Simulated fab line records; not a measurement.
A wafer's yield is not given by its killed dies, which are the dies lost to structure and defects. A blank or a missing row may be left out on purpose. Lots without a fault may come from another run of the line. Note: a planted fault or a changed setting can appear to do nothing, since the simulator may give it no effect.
Which tool was responsible? + flow gf180mcu + 12 lots, 36 wafers sampled, at 2 steps of a route of 602

== WHAT THE GAUGES READ, wafer by wafer ==
GF_NSD_OVL_MEAS_08. Usual: NSD_OVL gives 1.6 nm (standard deviation 1.1).
| lot  | measured     | on         | NSD_OVL (nm) | flag |
|------|--------------|------------|--------------|------|
| L219 | day 13 16:09 | overlay-02 | 1.4 1.9 -0.7 |      |
| L220 | day 13 18:37 | overlay-02 | 2.4 3.5 0.9  |      |
| L221 | day 14 07:33 | overlay-02 | 0.7 1.7 0.9  |      |
| L228 | day 16 17:45 | overlay-01 | 2.5 0.5 2.1  |      |
| L229 | day 17 02:07 | overlay-01 | 1.1 1.4 2.3  |      |
| L230 | day 17 12:35 | overlay-01 | 1.8 2.3 2.0  |      |
| L234 | day 18 13:02 | overlay-01 | 0.2 0.8 2.5  |      |
| L236 | day 19 05:12 | overlay-02 | 0.1 0.6 1.3  |      |
| L237 | day 19 14:04 | overlay-02 | -0.8 1.4 2.2 |      |
| L238 | day 19 18:45 | overlay-01 | 2.6 0.4 2.2  |      |
| L239 | day 20 04:47 | overlay-01 | 1.3 0.4 0.6  |      |
| L240 | day 20 13:50 | overlay-01 | 2.6 0.3 1.4  |      |

== WHICH TOOL RAN EACH LOT (tool, then ch and the chambers of the sampled wafers, then the start) ==
| lot  | GF_HV_LDD_ETCHBACK_58             |
|------|-----------------------------------|
| L219 | rieDiel-02 ch 2,3, day 12 20:50   |
| L220 | rieDiel-03 ch 1,2,3, day 12 22:59 |
| L221 | rieDiel-04 ch 0,2,3, day 13 10:58 |
| L228 | rieDiel-02 ch 0,2,3, day 15 20:08 |
| L229 | rieDiel-04 ch 0,1, day 16 04:34   |
| L230 | rieDiel-02 ch 0,1,3, day 16 14:59 |
| L234 | rieDiel-02 ch 1,2, day 17 13:46   |
| L236 | rieDiel-03 ch 1,2, day 18 04:52   |
| L237 | rieDiel-04 ch 0,1, day 18 13:35   |
| L238 | rieDiel-04 ch 0,2,3, day 18 18:54 |
| L239 | rieDiel-03 ch 0,1, day 19 03:46   |
| L240 | rieDiel-04 ch 0,2, day 19 12:33   |
- GF_HV_LDD_ETCHBACK_58: etches Si3N4 in CH3F/O2, stops on SiO2, time 100 s, target depth 90 nm.

== WHAT THE TOOLS THEMSELVES READ (means of the sampled wafers that have a number; where no wafer has one, the mark that the record gives instead) ==
GF_HV_LDD_ETCHBACK_58. Usual: drypumpMotorCurrentA 5.8 A, standard deviation 0.39; oesProductAu 0.841 a.u., standard deviation 0.0056; rfFwdPowerW 397.5 W, standard deviation 1.3; throttleValvePct 10.559 %, standard deviation 0.0083.
| lot  | tool       | drypumpMotorCurrentA (A) | oesProductAu (a.u.) | rfFwdPowerW (W) | throttleValvePct (%) | flag |
|------|------------|--------------------------|---------------------|-----------------|----------------------|------|
| L219 | rieDiel-02 | 5.6                      | 0.842               | 397.5           | 10.562               |      |
| L220 | rieDiel-03 | 5.8                      | 0.839               | 397.5           | 10.562               |      |
| L221 | rieDiel-04 | 5.7                      | 0.838               | 396.7           | 10.555               |      |
| L228 | rieDiel-02 | 5.6                      | 0.839               | 397.3           | 10.564               |      |
| L229 | rieDiel-04 | 6.4                      | 0.842               | 397.4           | 10.570               |      |
| L230 | rieDiel-02 | 5.4                      | 0.842               | 397.3           | 10.567               |      |
| L234 | rieDiel-02 | 5.5                      | 0.837               | 395.5           | 10.551               |      |
| L236 | rieDiel-03 | 5.7                      | 0.847               | 397.4           | 10.553               |      |
| L237 | rieDiel-04 | 6.4                      | 0.846               | 397.1           | 10.561               |      |
| L238 | rieDiel-04 | 5.7                      | 0.844               | 397.8           | 10.560               |      |
| L239 | rieDiel-03 | 5.6                      | 0.839               | 398.6           | 10.559               |      |
| L240 | rieDiel-04 | 5.9                      | 0.845               | 397.7           | 10.556               |      |

== THE ANSWER, worked out from the rows above alone ==
Rule: a lot counts as off when the mean over its wafers that have a number is more than 3 standard deviations away from the usual mean. A lot without any number at a reading at which 4 lots or more have one is off too. Where the step has rows for the other lots, those lots are counted as sound. Order of review: gauges by route order, followed by the tools' own readings, for which a lot's mean as printed above is used. At the first step where some lot is off, the reading lying furthest off is the one used; lots without a number count as furthest.
No lot is off at any reading shown: from this, nothing can be told.

== WHAT THE SIMULATOR HAD INSERTED ==
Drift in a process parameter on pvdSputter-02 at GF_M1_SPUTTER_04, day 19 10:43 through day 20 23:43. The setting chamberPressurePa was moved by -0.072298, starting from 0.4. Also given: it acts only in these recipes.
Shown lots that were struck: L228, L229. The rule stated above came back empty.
